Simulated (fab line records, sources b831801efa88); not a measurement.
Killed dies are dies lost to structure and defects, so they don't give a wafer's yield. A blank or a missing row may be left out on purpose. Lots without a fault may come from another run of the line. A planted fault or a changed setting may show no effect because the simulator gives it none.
A struck lot beside a sound one | flow sky130 | 12 steps out of a route of 708
Sound: wafers L857.1, L857.5, L857.6. Struck: wafers L867.2, L867.4, L867.6. The cause comes at the end.
At each step with rows: each side's tool, then ch and its chambers, then its first start. Under that, the readings that differ: sound wafers | struck wafers | difference of the means | sigmas: that difference in standard deviations of wafers without a fault.
alike: readings whose means differ by less than 2 such deviations, and words and numbers that are the same on both sides. not compared: withheld readings, readings that some wafer has no value for, bounds like >300 that may hide the same value, and numbers for which the record gives no deviation and whose values overlap.
The two part at a step that has a row with sigmas, a row that says differs or no value, or rows on one side only. Numbers that don't overlap but have no deviation are shown without sigmas and don't part them. A reading that every wafer of one side lacks parts them only if that side has two wafers or more.

SKY_FIELD_ISO_BOW_MEAS_00:
  sound on film_metro-03, day 2 11:00; struck on film_metro-04, day 4 13:01
  alike: INCOMING_BOW
then, 1 step without rows for these wafers: SKY_FIELD_ISO_OXIDATION_01 (stabilise 600 s, purge 300 s, target thk 12 nm).
SKY_FIELD_ISO_THK_MEAS_02:
  sound on film_metro-03, day 2 14:48; struck on film_metro-01, day 4 15:51
  alike: FIELD_ISO_OXIDATION_00_THK
then, 1 step without rows for these wafers: SKY_FIELD_ISO_CVD_03 (deposits Si3N4 from DCS/NH3, target thk 165 nm, time 2830 s).
SKY_FIELD_ISO_THK_MEAS_04:
  sound on film_metro-01, day 2 16:55; struck on film_metro-03, day 4 19:08
  alike: FIELD_ISO_CVD_03_THK
then, 5 steps without rows for these wafers: SKY_FIELD_ISO_DEHYDRATE_05 (time 60 s); SKY_FIELD_ISO_HMDS_06 (prime time 60 s); SKY_FIELD_ISO_COAT_07 (resist thk 60 nm); SKY_FIELD_ISO_COAT_08 (resist thk 450 nm); SKY_FIELD_ISO_SOFTBAKE_09 (time 90 s).
SKY_FIELD_ISO_EXPOSE_10: exposes mask FOM, target cd 150 nm.
  sound on krf_scanner-01 ch 0, day 3 01:01; struck on krf_scanner-01, day 5 03:47
  no value came back on the struck wafers for exposure_dose_mJ_cm2, focus_offset_nm (nm); on the sound wafers exposure_dose_mJ_cm2 reads 28.41 28.43 28.42
  alike: mask
then, 1 step without rows for these wafers: SKY_FIELD_ISO_PEB_11.

WHERE THEY PART
Only at SKY_FIELD_ISO_EXPOSE_10, within this record.

WHY: what the simulator had put in
Skipped step whole: krf_scanner-01, from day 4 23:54 on, at SKY_FIELD_ISO_EXPOSE_10. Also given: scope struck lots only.
